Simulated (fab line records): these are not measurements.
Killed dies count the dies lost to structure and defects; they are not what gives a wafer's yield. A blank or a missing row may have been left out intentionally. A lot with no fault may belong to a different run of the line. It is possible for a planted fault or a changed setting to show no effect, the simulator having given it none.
Problem report in the 8D (eight disciplines) form, filled by code | flow sky130 | the parts of the form that need people (team, actions taken, sign-off) are left out

== 1. WHAT IS WRONG ==
rf-fwd-power-W at SKY_PAD_OPEN_ETCH_07 reads a mean of 667.2 W on 6 wafers of 2 lots; wafers without a fault read 796.0 W with a standard deviation of 2.4. That is -54 standard deviations from the usual mean.
The step: etches the open film in CF4/O2, stops on AlCu, target depth 725 nm, time 161.1 s.
Earliest sighting: wafer L311.2 on rie-diel-03 at day 49 06:52. Wafers with a number at this step in the record: 18, from 6 lots. The rule behind "out" and "out of limits": a value lying over 4 standard deviations away from the usual mean. All remaining wafers that have a number are taken as sound.

== 2. WHAT IT IS; WHAT IT IS NOT ==
question                    | is                             | is not
which readings at this step | rf-fwd-power-W, oes-product-au | drypump-motor-current-A
which lots                  | L311, L312                     | L297, L299, L308, L318
which wafers of those lots  | all that have a number         | -
read on which tools         | rie-diel-03                    | rie-diel-01, rie-diel-04
when                        | from day 49 06:52              | up to then (9 sound wafers); but 3 sound wafers of L318 came after

== 3. THE SUSPECTS, EACH WITH WHAT RULES IT OUT ==
Counting: a tool at any process step up to the reading remains a suspect when it ran all the lots that are out and ran no sound lot after the first of those.
- rie-diel-01 at SKY_PASSIVATION_ETCH_11 (etches the open film in CF4/O2, stops on AlCu, target depth 725 nm, time 161.1 s): kept. Every lot that is out went through it, starting with L311 (day 48 12:17), and after that it ran no sound lot; the last sound lot it ran before then is L308 (day 48 04:59).
- rie-diel-03 at SKY_PAD_OPEN_ETCH_07 (etches the open film in CF4/O2, stops on AlCu, target depth 725 nm, time 161.1 s): kept. Every lot that is out went through it, starting with L311 (day 49 06:52), and after that it ran no sound lot; the last sound lot it ran before then is L299 (day 46 05:16). Out on those wafers are its own readings of oes-product-au, rf-fwd-power-W.
What counting leaves: rie-diel-01 at SKY_PASSIVATION_ETCH_11 and rie-diel-03 at SKY_PAD_OPEN_ETCH_07.

== 4. THE CAUSE (what the simulator had put in) ==
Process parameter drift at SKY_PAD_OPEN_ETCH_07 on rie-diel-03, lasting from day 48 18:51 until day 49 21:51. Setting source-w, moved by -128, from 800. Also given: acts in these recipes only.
2 suspects survive the count, and this tool is in that group.

== 5. SEQUENCE OF EFFECTS, ordered by route ==
One row per reading whose mean, taken over the struck wafers that have a number, lies over 3 standard deviations from the usual. Only readings for which the record gives a usual standard deviation are gone through. hours: the time from each lot's start at the first step in this table that gives one to its start at this step, as a median over the lots. sigmas: the change in usual standard deviations.
hours | step                 | reading        | usual      | on struck wafers | change | sigmas
0     | SKY_PAD_OPEN_ETCH_07 | oes-product-au | 0.978 a.u. | 0.914            | -0.064 | -9.4
0     | SKY_PAD_OPEN_ETCH_07 | rf-fwd-power-W | 796.0 W    | 667.2            | -128.8 | -54
The process steps in it:
- SKY_PAD_OPEN_ETCH_07: etches the open film in CF4/O2, stops on AlCu, target depth 725 nm, time 161.1 s.

== 6. HOW IT WOULD HAVE BEEN CAUGHT EARLIER ==
First out-of-limits reading in this record: day 49 06:52, which is 12 hours after fault onset at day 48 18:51.
